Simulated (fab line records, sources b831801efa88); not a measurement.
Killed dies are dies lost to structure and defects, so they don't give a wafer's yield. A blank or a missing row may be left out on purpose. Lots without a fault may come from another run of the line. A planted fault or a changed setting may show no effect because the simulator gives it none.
A struck lot beside a sound one | flow sky130 | 43 steps out of a route of 708
Sound: wafers L849.3, L849.4, L849.5. Struck: wafers L865.1, L865.3, L865.5. The cause comes at the end.
At each step with rows: each side's tool, then ch and its chambers, then its first start. Under that, the readings that differ: sound wafers | struck wafers | difference of the means | sigmas: that difference in standard deviations of wafers without a fault.
alike: readings whose means differ by less than 2 such deviations, and words and numbers that are the same on both sides. not compared: withheld readings, readings that some wafer has no value for, bounds like >300 that may hide the same value, and numbers for which the record gives no deviation and whose values overlap.
The two part at a step that has a row with sigmas, a row that says differs or no value, or rows on one side only. Numbers that don't overlap but have no deviation are shown without sigmas and don't part them. A reading that every wafer of one side lacks parts them only if that side has two wafers or more.

SKY_VT_ADJUST_NCORE_STRIP_10: strips in O2/N2.
  sound on plasma_asher-02 ch 0,1, day 8 15:41; struck on plasma_asher-03 ch 0,1, day 13 10:50
  alike: drypump_motor_current_A, oes_product_au, strip_time_to_endpoint_s
  not compared: rf_hours_counter_h
SKY_VT_ADJUST_NCORE_TW_MEAS_11:
  sound on film_metro-02, day 8 15:46; struck on film_metro-04, day 13 10:56
  alike: VT_ADJUST_NCORE_TW
then, 7 steps without rows for these wafers: SKY_VT_ADJUST_HVTR_DEHYDRATE_00 (time 60 s); SKY_VT_ADJUST_HVTR_HMDS_01 (prime time 60 s); SKY_VT_ADJUST_HVTR_COAT_02 (resist thk 1140 nm); SKY_VT_ADJUST_HVTR_SOFTBAKE_03 (time 60 s); SKY_VT_ADJUST_HVTR_EXPOSE_04 (exposes mask HVTRM, target cd 380 nm); SKY_VT_ADJUST_HVTR_PEB_05; SKY_VT_ADJUST_HVTR_DEVELOP_06 (develop time 60 s).
SKY_VT_ADJUST_HVTR_CD_MEAS_07: target cd 380 nm.
  sound on cd_sem-02, day 9 12:58; struck on cd_sem-01, day 14 13:28
  alike: cd_nm
SKY_VT_ADJUST_HVTR_OVL_MEAS_08:
  sound on overlay-02, day 9 13:03; struck on overlay-02, day 14 13:35
  alike: VT_ADJUST_HVTR_OVL
then, 1 step without rows for these wafers: SKY_VT_ADJUST_HVTR_IMPLANT_09.
SKY_VT_ADJUST_HVTR_STRIP_10: strips in O2/N2.
  sound on plasma_asher-02 ch 0,1, day 9 13:16; struck on plasma_asher-04 ch 1, day 14 13:46
  reading                      | sound             | struck            | difference | sigmas
  strip_time_to_endpoint_s (s) | 14.10 14.12 14.11 | 14.19 14.16 14.21 | +0.08      | +2
  alike: drypump_motor_current_A, oes_product_au
  not compared: rf_hours_counter_h
SKY_VT_ADJUST_HVTR_TW_MEAS_11:
  sound on film_metro-03, day 9 13:20; struck on film_metro-03, day 14 13:52
  alike: VT_ADJUST_HVTR_TW
then, 7 steps without rows for these wafers: SKY_VT_ADJUST_PCH_DEHYDRATE_00 (time 60 s); SKY_VT_ADJUST_PCH_HMDS_01 (prime time 60 s); SKY_VT_ADJUST_PCH_COAT_02 (resist thk 3000 nm); SKY_VT_ADJUST_PCH_SOFTBAKE_03; SKY_VT_ADJUST_PCH_EXPOSE_04 (exposes mask NWM, target cd 840 nm); SKY_VT_ADJUST_PCH_PEB_05; SKY_VT_ADJUST_PCH_DEVELOP_06 (develop time 60 s).
SKY_VT_ADJUST_PCH_OVL_MEAS_07:
  sound on overlay-01, day 10 12:03; struck on overlay-01, day 15 17:22
  reading                | sound        | struck      | difference | sigmas
  VT_ADJUST_PCH_OVL (nm) | 0.1 -0.6 0.5 | 3.1 3.3 3.3 | +3.2       | +2
then, 1 step without rows for these wafers: SKY_VT_ADJUST_PCH_IMPLANT_08.
SKY_VT_ADJUST_PCH_STRIP_09: strips in O2/N2.
  sound on plasma_asher-04 ch 0,1, day 10 12:16; struck on plasma_asher-04 ch 0,1, day 15 17:33
  alike: drypump_motor_current_A, oes_product_au, strip_time_to_endpoint_s
  not compared: rf_hours_counter_h
SKY_VT_ADJUST_PCH_TW_MEAS_10:
  sound on film_metro-01, day 10 12:22; struck on film_metro-04, day 15 17:39
  reading          | sound             | struck            | difference | sigmas
  VT_ADJUST_PCH_TW | 141.6 140.4 142.2 | 143.7 143.5 144.7 | +2.6       | +3
then, 7 steps without rows for these wafers: SKY_SONOS_TUNNEL_DEHYDRATE_00 (time 60 s); SKY_SONOS_TUNNEL_HMDS_01 (prime time 60 s); SKY_SONOS_TUNNEL_COAT_02 (resist thk 1131 nm); SKY_SONOS_TUNNEL_SOFTBAKE_03 (time 60 s); SKY_SONOS_TUNNEL_EXPOSE_04 (exposes mask TUNM, target cd 410 nm); SKY_SONOS_TUNNEL_PEB_05; SKY_SONOS_TUNNEL_DEVELOP_06 (develop time 60 s).
SKY_SONOS_TUNNEL_CD_MEAS_07: target cd 410 nm.
  sound on cd_sem-01, day 11 12:26; struck on cd_sem-01, day 16 21:59
  reading    | sound             | struck            | difference | sigmas
  cd_nm (nm) | 412.1 413.4 414.1 | 407.4 408.3 407.8 | -5.4       | -2
SKY_SONOS_TUNNEL_OVL_MEAS_08:
  sound on overlay-01, day 11 12:31; struck on overlay-01, day 16 22:06
  alike: SONOS_TUNNEL_OVL
then, 3 steps without rows for these wafers: SKY_SONOS_TUNNEL_IMPLANT_09; SKY_SONOS_TUNNEL_WET_ETCH_10 (etches SiO2 in dHF, target depth 14 nm, time 280 s); SKY_SONOS_TUNNEL_STRIP_11 (strips in SPM, time 600 s).
SKY_SONOS_TUNNEL_TW_MEAS_12:
  sound on film_metro-02, day 11 12:58; struck on film_metro-04, day 16 22:34
  alike: SONOS_TUNNEL_TW
then, 2 steps without rows for these wafers: SKY_SONOS_TUNNEL_CLEAN_13 (cleans in dHF, time 20 s); SKY_SONOS_ONO_OXIDATION_00 (stabilise 600 s, purge 300 s, target thk 2.6 nm).
SKY_SONOS_ONO_THK_MEAS_01:
  sound on film_metro-04, day 11 14:36; struck on film_metro-04, day 17 01:01
  alike: SONOS_ONO_OXIDATION_THK
then, 1 step without rows for these wafers: SKY_SONOS_ONO_CVD_02 (deposits Si3N4 from DCS/NH3, target thk 10.5 nm, time 180 s).
-- the record jumps here: 33 days lie between the struck wafers' starts before and after (it left off in module SONOS_ONO and takes up again in module PAD_OPEN, whose first step shown is number 708 of the route) --
SKY_PAD_OPEN_PROBE_99:
  sound on prober-02, day 46 00:16; struck on prober-02, day 50 00:15
  reading             | sound    | struck                                                                     | difference                   | sigmas
  hold                | - - -    | await_dispo/4.9h/release await_dispo/4.9h/release await_dispo/4.9h/release | no value on the sound wafers |
  killed_at_front_end | 14 19 18 | 44 44 46                                                                   | +28                          | +6
  killed_dies         | 78 86 90 | 119 120 113                                                                | +33                          | +3
  alike: killed_at_M0_to_M3, killed_at_M4_up, killed_at_contacts, killed_at_other, killed_open, killed_short

WHERE THEY PART
First at SKY_VT_ADJUST_HVTR_STRIP_10; last, within this record, at SKY_PAD_OPEN_PROBE_99.

WHY: what the simulator had put in
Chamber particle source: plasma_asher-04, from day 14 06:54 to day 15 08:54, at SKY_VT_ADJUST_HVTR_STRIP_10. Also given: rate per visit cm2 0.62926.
